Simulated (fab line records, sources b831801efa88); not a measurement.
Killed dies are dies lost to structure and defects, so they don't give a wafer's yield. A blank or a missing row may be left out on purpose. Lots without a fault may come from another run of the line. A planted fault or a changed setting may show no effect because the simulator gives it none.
Chamber matching | flow sky130 | SKY_VIA3_ETCH_14 on rie_diel-03: 4 sister chambers
The step etches BARC in N2/H2, stops on SiO2, time 45.9 s, target depth 60 nm. 8 wafers are shown with their chamber, then 7 later ones without.

WAFERS WITH THEIR CHAMBER
wafer  | chamber | chamber_pressure_mTorr (mTorr) | run_length_s (s)
L965.5 | 3       | 30.07                          | 74.3
L969.4 | 1       | 29.99                          | 73.8
L970.4 | 1       | 29.95                          | 74.5
L971.1 | 2       | 29.97                          | 74.0
L971.5 | 3       | 30.03                          | 73.9
L971.6 | 0       | 29.98                          | 74.3
L972.1 | 2       | 30.02                          | 73.6
L972.4 | 0       | 30.02                          | 74.4

WAFERS WITHOUT THEIR CHAMBER
wafer  | chamber_pressure_mTorr (mTorr) | run_length_s (s)
L972.5 | 30.03                          | 73.6
L984.2 | 30.03                          | 74.1
L984.5 | 29.98                          | 74.3
L984.6 | 30.00                          | 74.1
L986.2 | 29.99                          | 74.2
L986.3 | 30.04                          | 73.7
L986.5 | 29.98                          | 74.3

WHICH CHAMBER EACH WENT THROUGH
wafer  | from the rows above               | in truth
L972.5 | can't be placed: 2 or 3 or 0 or 1 | 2
L984.2 | can't be placed: 3 or 0 or 2 or 1 | 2
L984.5 | can't be placed: 1 or 0 or 2 or 3 | 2
L984.6 | can't be placed: 0 or 2 or 1 or 3 | 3
L986.2 | can't be placed: 0 or 1 or 2 or 3 | 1
L986.3 | can't be placed: 3 or 2 or 0 or 1 | 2
L986.5 | can't be placed: 1 or 0 or 2 or 3 | 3
Placed correctly: 0 of 7. Can't be placed from these rows: 7 (the true chamber is among the candidates in 7). Placed wrongly: 0.
How it was worked out, from the rows above alone: a wafer's distance from a chamber is the root of the sum, over the readings, of the square of ((its reading less the chamber's mean) divided by the reading's scatter). The wafer belongs to the nearest chamber; if the next one is less than 2 further off, it can't be placed. A chamber's mean is the mean of its shown wafers. The scatter: the root of (the sum of the squares of (reading less its chamber's mean) over the shown wafers, divided by (wafers less chambers)).
